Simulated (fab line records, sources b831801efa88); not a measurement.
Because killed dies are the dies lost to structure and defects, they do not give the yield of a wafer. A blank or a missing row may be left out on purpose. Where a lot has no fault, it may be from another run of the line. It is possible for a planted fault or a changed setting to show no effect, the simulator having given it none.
fab line records    flow gf180mcu
record lots=6  wafers=18  last-day=34
route steps=602 shown DUAL_GATE@154 POLY_GATE@157
lots with no fault: from the same line, run without faults
start-h: hours from the record's opening day to when the first of the lot's shown wafers began    wait-h: how many hours have passed since the lot's step before this one    " same as the row above    L1.1+2: several wafers, shown together as one row    - no value present, or no start provided    * or withheld: withheld    < > ~ a bound
route shown NAME@n: NAME is a module with steps in the file, n the number in the route of the first one    usual: average and standard deviation across the fault-free wafers    same: alike in all rows    chamber/n: place in a boat    sites: per-site readings    _std_site: how widely they spread, as a standard deviation    _edge_site: inner sites' mean taken away from outer sites' mean    radius-mm: for every site, how far away it sits from the centre of the wafer    mask NAME#n: copy n    behind: the tool/chamber that last shaped the wafer    hold: cause of the lot's hold/its duration in hours/its outcome    device: names the non-switching transistor (n, p or np)    end of line: tests of these same wafers at the route's end    step lacking rows: just its recipe    killed: at the first sort, the dies lost to defects and structure; wafer yield is something else    map: a wafer's dies, marking killed ones x, the rest . and places with no die _
set.NAME: setting as actually run; set.NAME@STEP: the setting as run at that earlier step    model.NAME: the simulator's own value behind a step, which no gauge read
lots at selected steps of the route; one table per step, one row per wafer
services: when a tool's chamber went out of use (start-h, in hours from the record's first day, below 0 if earlier), for how many hours, and the reason
## steps
# step GF_DUAL_GATE_STRIP_13
# recipe chemistry=O2/N2  power-w=1400  pressure-mtorr=1500  platen-temp-c=250  o2-flow-sccm=3000  n2-flow-sccm=300  overash-fraction=0.5
# usual drypump-motor-current-A=5.9/0.33  heater-power-w=326/14  oes-product-au=0.717/0.0051  strip-time-to-endpoint-s=12.63/0.032
lot.wafer  tool             chamber  start-h  wait-h  drypump-motor-current-A  heater-power-w  oes-product-au  rf-hours-counter-h  strip-time-to-endpoint-s
L489.2     plasma-asher-04  0        182.56   0.0     6.2                      351             0.722           51                  12.60
L489.3     "                0        "        "       6.3                      351             0.719           -                   12.63
L489.5     "                1        "        "       5.3                      330             0.720           -                   12.61
L495.3     plasma-asher-02  0        221.54   0.0     5.8                      329             0.722           -                   12.64
L495.4     "                1        "        "       6.3                      329             0.713           -                   12.63
L495.6     "                0        "        "       5.8                      328             0.714           -                   12.62
L501.2     plasma-asher-02  1        264.83   0.0     6.3                      337             0.714           44                  12.64
L501.3     "                0        "        "       5.8                      324             0.710           -                   12.64
L501.5     "                1        "        "       6.3                      322             0.710           -                   12.61
L502.1     plasma-asher-04  0        273.86   0.0     6.3                      342             0.712           60                  12.65
L502.3     "                0        "        "       6.3                      339             0.720           -                   12.62
L502.5     "                1        "        "       5.3                      321             0.717           -                   12.65
L510.2     plasma-asher-02  0        331.13   0.0     5.8                      326             0.722           50                  12.67
L510.4     "                0        "        "       5.8                      323             0.728           -                   12.68
L510.5     "                1        "        "       6.3                      337             0.716           -                   12.62
L511.1     plasma-asher-04  1        341.20   0.0     5.3                      328             0.727           67                  12.65
L511.4     "                0        "        "       6.2                      339             0.705           -                   12.73
L511.5     "                1        "        "       5.3                      326             0.712           -                   12.66
# step GF_DUAL_GATE_CLEAN_14
# recipe chemistry=SC1/SC2  mix=1:4:20  temp-c=70  time-s=150  dry=n2-spin
# step GF_DUAL_GATE_OXIDATION_15
# recipe temp-c=850  ambient=O2  stabilise-s=600  purge-s=300  target-thk-a=70.98  ox-time-s=1995
# step GF_POLY_GATE_CVD_00
# recipe material=poly-Si  target-thk-nm=200  temp-c=620  time-s=1200  pressure-mtorr=200
# step GF_POLY_GATE_THK_MEAS_01
# recipe reads=poly-Si_of_POLY_GATE_CVD_00
# usual POLY_GATE_CVD_00_THK=201.1/2
lot.wafer  tool           chamber  start-h  wait-h  POLY_GATE_CVD_00_THK[nm]
L489.2     film-metro-02  -        185.69   0.0     206.7
L489.3     "              -        "        "       205.6
L489.5     "              -        "        "       206.5
L495.3     film-metro-02  -        224.56   0.0     204.8
L495.4     "              -        "        "       204.2
L495.6     "              -        "        "       202.1
L501.2     film-metro-03  -        267.87   0.0     200.0
L501.3     "              -        "        "       199.0
L501.5     "              -        "        "       197.2
L502.1     film-metro-03  -        276.90   0.0     197.8
L502.3     "              -        "        "       198.9
L502.5     "              -        "        "       199.9
L510.2     film-metro-02  -        335.30   0.0     200.7
L510.4     "              -        "        "       202.1
L510.5     "              -        "        "       201.4
L511.1     film-metro-03  -        344.40   0.0     201.8
L511.4     "              -        "        "       203.2
L511.5     "              -        "        "       201.1
# step GF_POLY_GATE_DEHYDRATE_02
# recipe temp-c=200  time-s=60
# step GF_POLY_GATE_HMDS_03
# recipe prime-time-s=60  prime-temp-c=120
# step GF_POLY_GATE_COAT_04
# recipe resist=BARC  temp-c=withheld  time-s=withheld  spin-rpm=withheld  resist-thk-nm=withheld
# step GF_POLY_GATE_COAT_05
# recipe resist=KrF  spin-rpm=withheld  resist-thk-nm=700
# step GF_POLY_GATE_SOFTBAKE_06
# recipe temp-c=130  time-s=60  resist=KrF
# step GF_POLY_GATE_EXPOSE_07
# recipe mask-id=Poly2  target-cd-nm=280  na=0.68  source-shape=conventional  sigma-outer=0.6  dose-mj=28
# step GF_POLY_GATE_PEB_08
# recipe peb-temp-c=135  peb-time-s=90  resist=KrF
# step GF_POLY_GATE_DEVELOP_09
# recipe develop-time-s=60  resist=KrF  dev-temp-c=21
# usual chill-plate-temp-C=23.01/0.11  develop-time-s=60/0  exhaust-pa=45.0/0.81
lot.wafer  tool            chamber  start-h  wait-h  chill-plate-temp-C  develop-time-s  exhaust-pa  model.KrF_of_POLY_GATE_COAT_05.thk-nm
L489.2     litho-track-01  0        202.49   0.2     23.05               60              45.7        684.8
L489.3     "               0        "        "       23.15               60              45.1        686.2
L489.5     "               0        "        "       23.15               60              45.6        686.5
L495.3     litho-track-02  0        242.29   0.1     23.08               60              45.1        687.4
L495.4     "               0        "        "       22.91               60              46.5        686.2
L495.6     "               0        "        "       22.90               60              46.4        685.9
L501.2     litho-track-02  -        286.96   0.2     -                   -               -           697.7
L501.3     "               -        "        "       -                   -               -           699.3
L501.5     "               -        "        "       -                   -               -           697.3
L502.1     litho-track-02  -        296.79   0.2     -                   -               -           694.3
L502.3     "               -        "        "       -                   -               -           693.5
L502.5     "               -        "        "       -                   -               -           692
L510.2     litho-track-01  0        357.24   0.2     23.04               60              43.6        683.2
L510.4     "               0        "        "       23.05               60              44.6        683.4
L510.5     "               0        "        "       23.08               60              45.4        681.4
L511.1     litho-track-02  0        365.64   0.2     23.01               60              43.9        685.2
L511.4     "               0        "        "       22.98               60              44.3        686.2
L511.5     "               0        "        "       22.94               60              44.3        684.7
# step GF_POLY_GATE_CD_MEAS_10
# recipe target-cd-nm=280
# usual cd-nm=279.1/1.2
lot.wafer  tool       chamber  start-h  wait-h  cd-nm
L489.2     cd-sem-02  -        202.64   0.1     278.6
L489.3     "          -        "        "       280.0
L489.5     "          -        "        "       279.6
L495.3     cd-sem-02  -        242.43   0.1     278.0
L495.4     "          -        "        "       276.8
L495.6     "          -        "        "       277.5
L501.2     cd-sem-02  -        287.11   0.1     -
L501.3     "          -        "        "       -
L501.5     "          -        "        "       -
L502.1     cd-sem-01  -        296.94   0.1     -
L502.3     "          -        "        "       -
L502.5     "          -        "        "       -
L510.2     cd-sem-01  -        357.38   0.1     278.7
L510.4     "          -        "        "       278.8
L510.5     "          -        "        "       279.3
L511.1     cd-sem-01  -        365.79   0.1     280.6
L511.4     "          -        "        "       280.0
L511.5     "          -        "        "       279.8
## services
tool            chamber  start-h  hours  kind
litho-track-01  -        246.87   -      consumable-replace:filter
## key
first-sign step=GF_POLY_GATE_DEVELOP_09  reading=tool-record  direction=missing
effect none on later readings
model-effect step=GF_POLY_GATE_DEVELOP_09  value=KrF_of_POLY_GATE_COAT_05.thk-nm  without=680.8  struck=695.7
met-at GF_POLY_GATE_DEVELOP_09
struck-wafers L501.2,L501.3,L501.5,L502.1,L502.3,L502.5
later-rows-left-out L501.2,L501.3,L501.5,L502.1,L502.3,L502.5
sort-left-out L501.2,L501.3,L501.5,L502.1,L502.3,L502.5
tester-left-out L501,L502
onset-between 242.29 286.96
fault kind=skipped-step-whole  tool=litho-track-02  chamber=-  onset-h=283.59  steps=GF_POLY_GATE_DEVELOP_09  scope=struck-lots-only
# tester-left-out: of these lots the tester's yield and bins aren't shown, on N5 and GAA mostly nor the transistor test; their killed dies are dies lost to structure and defects alone, not to doping, threshold or leakage, so they don't give the yield
# sort-left-out: the simulated sort isn't trusted on such a fault, so these wafers' sort isn't shown, and their yield isn't known
# later-rows-left-out: the simulator's readings of these wafers behind a module that went badly wrong aren't trusted and aren't shown, but for the sort
